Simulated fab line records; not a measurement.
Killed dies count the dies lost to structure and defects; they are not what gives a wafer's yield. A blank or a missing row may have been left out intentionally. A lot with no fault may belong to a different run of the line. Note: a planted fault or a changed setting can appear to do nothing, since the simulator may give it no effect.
One fault seen from 2 desks | flow gf180mcu | each desk holds nothing but its own numbers, with what lay behind them at the end

METROLOGY DESK
What the gauges read, lot by lot, whatever tool the lot ran on: means of the sampled wafers that have a number. If a lot's mean is further than 4 standard deviations from the usual mean, the lot is out of limits and carries the mark OUT (the distance appears in the brackets).
Columns: A = cd_nm at GF_M1_CD_MEAS_14, usual 230.2 nm; B = V3_OVL at GF_V3_OVL_MEAS_15, usual 5 nm
lot  | first seen here | A                | B
L821 | day 16 19:55    | 230.4            | 5
L823 | day 17 14:49    | 231.0            | 8
L825 | day 18 17:07    | 232.0            | 4
L826 | day 18 17:40    | 231.3            | 4
L828 | day 19 18:22    | 229.0            | 5
L832 | day 21 20:54    | 230.9            | 1
L834 | day 22 07:30    | 231.6            | 2
L836 | day 22 13:45    | 220.0 (-9.2) OUT | 0
L835 | day 22 20:38    | 219.8 (-9.4) OUT | 1
L839 | day 23 15:03    | 229.7            | 9
L838 | day 23 16:32    | 229.2            | 7
L840 | day 24 09:06    | 231.2            | 12
This desk finds L835, L836 out of limits, L836 being first, at day 22 13:45 (cd_nm at GF_M1_CD_MEAS_14). L821, L823, L825, L826, L828, L832, L834, L839, L838, L840: within limits.

TOOL OWNER'S DESK, litho_track-03
At GF_M1_SOFTBAKE_10 (time 60 s), the tool's own readings, given per lot that ran on this tool as the mean of the sampled wafers with a number. If a lot's mean is further than 4 standard deviations from the usual mean, the lot is out of limits and carries the mark OUT (the distance appears in the brackets).
Columns: A = heater_power_total_W at GF_M1_SOFTBAKE_10, usual 93.05 W; B = plate_temp_C at GF_M1_SOFTBAKE_10, usual 130.00 C
lot  | first seen here | A               | B
L821 | day 16 08:46    | 93.05           | 130.03
L823 | day 17 02:52    | 93.07           | 129.84
L825 | day 18 05:28    | 93.09           | 130.18
L826 | day 18 06:06    | 93.07           | 130.09
L828 | day 19 05:43    | 93.07           | 129.85
L832 | day 21 09:13    | 93.07           | 130.06
L834 | day 21 20:13    | 93.10           | 129.92
L836 | day 22 02:07    | 96.36 (+56) OUT | 133.42 (+24) OUT
L835 | day 22 08:55    | 96.44 (+58) OUT | 133.71 (+26) OUT
This desk finds L835, L836 out of limits, L836 being first, at day 22 02:07 (heater_power_total_W at GF_M1_SOFTBAKE_10). L821, L823, L825, L826, L828, L832, L834: within limits.

ALL TOGETHER
An alarm could have come from the tool owner's desk at day 22 02:07, on L835, L836.
An alarm was possible from the metrology desk at day 22 13:45, on L835, L836.
GF_M1_SOFTBAKE_10 was run on litho_track-03 by each of the lots named.

WHAT HAD BEEN PUT IN BY THE SIMULATOR
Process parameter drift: litho_track-03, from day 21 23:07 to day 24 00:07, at GF_M1_SOFTBAKE_10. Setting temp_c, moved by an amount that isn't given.
Lots struck among those shown: L835, L836.
Time in hours from fault onset to the first out-of-limits reading at each desk: tool owner's desk 3, metrology desk 15.
